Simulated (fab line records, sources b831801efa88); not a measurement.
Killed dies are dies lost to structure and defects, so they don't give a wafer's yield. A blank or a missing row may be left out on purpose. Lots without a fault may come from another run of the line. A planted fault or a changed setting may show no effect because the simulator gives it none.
Chamber matching | flow gf180mcu | GF_V1_CMP_04 on cmp-01: 4 sister chambers
The step polishes SiO2. 8 wafers are shown with their chamber, then 10 later ones without.

WAFERS WITH THEIR CHAMBER
wafer  | chamber | motor_current_A (A) | head_pressure_psi (psi)
L078.6 | 3       | 12.9                | 4.008
L080.5 | 3       | 12.6                | 3.988
L085.4 | 0       | 12.0                | 4.004
L088.2 | 0       | 11.9                | 3.982
L088.3 | 2       | 13.3                | 3.980
L088.6 | 1       | 10.8                | 4.016
L089.2 | 2       | 13.2                | 4.004
L089.4 | 1       | 11.2                | 3.989

WAFERS WITHOUT THEIR CHAMBER
wafer  | motor_current_A (A) | head_pressure_psi (psi)
L089.6 | 13.3                | 3.999
L090.1 | 13.0                | 4.011
L090.3 | 12.4                | 4.005
L090.6 | 11.7                | 4.008
L095.2 | 13.8                | 4.006
L095.4 | 12.3                | 3.991
L095.5 | 10.8                | 3.998
L097.3 | 12.9                | 4.003
L097.4 | 11.3                | 3.996
L097.6 | 12.1                | 3.991

WHICH CHAMBER EACH WENT THROUGH
wafer  | from the rows above     | in truth
L089.6 | 2                       | 2
L090.1 | can't be placed: 3 or 2 | 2
L090.3 | can't be placed: 3 or 0 | 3
L090.6 | 0                       | 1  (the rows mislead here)
L095.2 | 2                       | 2
L095.4 | can't be placed: 0 or 3 | 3
L095.5 | 1                       | 1
L097.3 | can't be placed: 3 or 2 | 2
L097.4 | can't be placed: 1 or 0 | 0
L097.6 | 0                       | 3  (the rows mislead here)
Placed correctly: 3 of 10. Can't be placed from these rows: 5 (the true chamber is among the candidates in 5). Placed wrongly: 2.
How it was worked out, from the rows above alone: a wafer's distance from a chamber is the root of the sum, over the readings, of the square of ((its reading less the chamber's mean) divided by the reading's scatter). The wafer belongs to the nearest chamber; if the next one is less than 2 further off, it can't be placed. A chamber's mean is the mean of its shown wafers. The scatter: the root of (the sum of the squares of (reading less its chamber's mean) over the shown wafers, divided by (wafers less chambers)).
